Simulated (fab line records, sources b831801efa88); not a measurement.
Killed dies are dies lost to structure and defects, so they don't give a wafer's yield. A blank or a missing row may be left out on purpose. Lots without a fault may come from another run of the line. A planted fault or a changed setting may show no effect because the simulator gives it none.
A struck lot beside a sound one | flow sky130 | 16 steps out of a route of 708
Sound: wafers L801.1, L801.2, L801.3. Struck: wafers L800.1, L800.4, L800.6. The cause comes at the end.
At each step with rows: each side's tool, then ch and its chambers, then its first start. Under that, the readings that differ: sound wafers | struck wafers | difference of the means | sigmas: that difference in standard deviations of wafers without a fault.
alike: readings whose means differ by less than 2 such deviations, and words and numbers that are the same on both sides. not compared: withheld readings, readings that some wafer has no value for, bounds like >300 that may hide the same value, and numbers for which the record gives no deviation and whose values overlap.
The two part at a step that has a row with sigmas, a row that says differs or no value, or rows on one side only. Numbers that don't overlap but have no deviation are shown without sigmas and don't part them. A reading that every wafer of one side lacks parts them only if that side has two wafers or more.

first, 2 steps without rows for these wafers: SKY_NWELL_IMPLANT_12; SKY_NWELL_IMPLANT_13.
SKY_NWELL_STRIP_14: strips in O2/N2.
  sound on plasma_asher-04 ch 0,1, day 8 04:43; struck on plasma_asher-04 ch 0, day 7 21:19
  reading                      | sound             | struck            | difference | sigmas
  strip_time_to_endpoint_s (s) | 37.01 37.06 37.02 | 36.66 36.75 36.81 | -0.29      | -3
  alike: chamber_pressure_mTorr, drypump_motor_current_A, oes_product_au
  not compared: rf_hours_counter_h
SKY_NWELL_TW_MEAS_15:
  sound on film_metro-01, day 8 04:49; struck on film_metro-01, day 7 21:25
  alike: NWELL_TW
then, 7 steps without rows for these wafers: SKY_NWELL_DEHYDRATE_16 (time 60 s); SKY_NWELL_HMDS_17 (prime time 60 s); SKY_NWELL_COAT_18 (resist thk 3000 nm); SKY_NWELL_SOFTBAKE_19; SKY_NWELL_EXPOSE_20 (exposes mask NWM COMPLEMENT, target cd 840 nm); SKY_NWELL_PEB_21; SKY_NWELL_DEVELOP_22 (develop time 60 s).
SKY_NWELL_OVL_MEAS_23:
  sound on overlay-02, day 9 00:58; struck on overlay-02, day 8 17:58
  alike: NWELL_01_OVL
SKY_NWELL_IMPLANT_24:
  sound on implanter-03 ch 0, day 9 01:00; struck on implanter-02 ch 0, day 8 18:01
  reading            | sound                         | struck                         | difference | sigmas
  dose_ions_cm2      | 9.211e+12 9.206e+12 9.199e+12 | 1.088e+13 1.088e+13 1.0875e+13 | +1.673e+12 | +99 or more
  faraday_current_uA | 49.8 51.6 51.9                | 62.2 61.9 60.5                 | +10.4      | +10
SKY_NWELL_STRIP_25: strips in O2/N2.
  sound on plasma_asher-03 ch 0,1, day 9 01:09; struck on plasma_asher-03 ch 1, day 8 18:10
  alike: chamber_pressure_mTorr, drypump_motor_current_A, oes_product_au, strip_time_to_endpoint_s
  not compared: rf_hours_counter_h
SKY_NWELL_TW_MEAS_26:
  sound on film_metro-01, day 9 01:15; struck on film_metro-04, day 8 18:29
  reading    | sound       | struck      | difference | sigmas
  NWELL_2_TW | 500 499 499 | 522 518 518 | +20        | +5
  not compared: hold
-- the record jumps here: 40 days lie between the struck wafers' starts before and after (it left off in module NWELL and takes up again in module PAD_OPEN, whose first step shown is number 708 of the route) --
SKY_PAD_OPEN_PROBE_99:
  sound on prober-02, day 49 07:23; struck on prober-01, day 49 01:38
  reading                                    | sound                         | struck                        | difference | sigmas
  model.etest.pfet_16v.r_on_ohm_um           | 1.511e+04 1.485e+04 1.461e+04 | 1.435e+04 1.398e+04 1.435e+04 | -6.300e+02 |
  model.etest.res_pwell_under_gate.rs_ohm_sq | 2263 2275 2292                | 2043 2064 2064                | -220       |
  model.etest.pfet_16v.drive_ua_um           | 243.5 245.8 250.3             | 263.3 263.7 261.8             | +16.4      |
  model.etest.field_n.vt_v (V)               | 36.57 35.35 34.36             | 39.64 38.78 39.58             | +3.91      |
  model.etest.nfet_05v0_nvt.vt_sat_v (V)     | 0.2974 0.3027 0.2967          | 0.3254 0.3246 0.3085          | +0.0206    |
  model.etest.nfet_05v0_nvt.body_rise_v (V)  | 0.3959 0.4041 0.4021          | 0.4115 0.4156 0.4095          | +0.0115    |
  model.etest.nfet_05v0_nvt.vt_v (V)         | 0.3225 0.3287 0.3229          | 0.349 0.3477 0.3305           | +0.018     |
  model.etest.nfet_05v0_nvt.vt_long_v (V)    | 0.2442 0.2466 0.2443          | 0.2597 0.2568 0.2498          | +0.0104    |
  alike: killed_at_M0_to_M3, killed_at_M4_up, killed_at_contacts, killed_at_front_end, killed_at_other, killed_dies, killed_open, killed_short

WHERE THEY PART
First at SKY_NWELL_STRIP_14; last, within this record, at SKY_NWELL_TW_MEAS_26. Later steps at which nothing parts them and some readings are alike: SKY_PAD_OPEN_PROBE_99.

WHY: what the simulator had put in
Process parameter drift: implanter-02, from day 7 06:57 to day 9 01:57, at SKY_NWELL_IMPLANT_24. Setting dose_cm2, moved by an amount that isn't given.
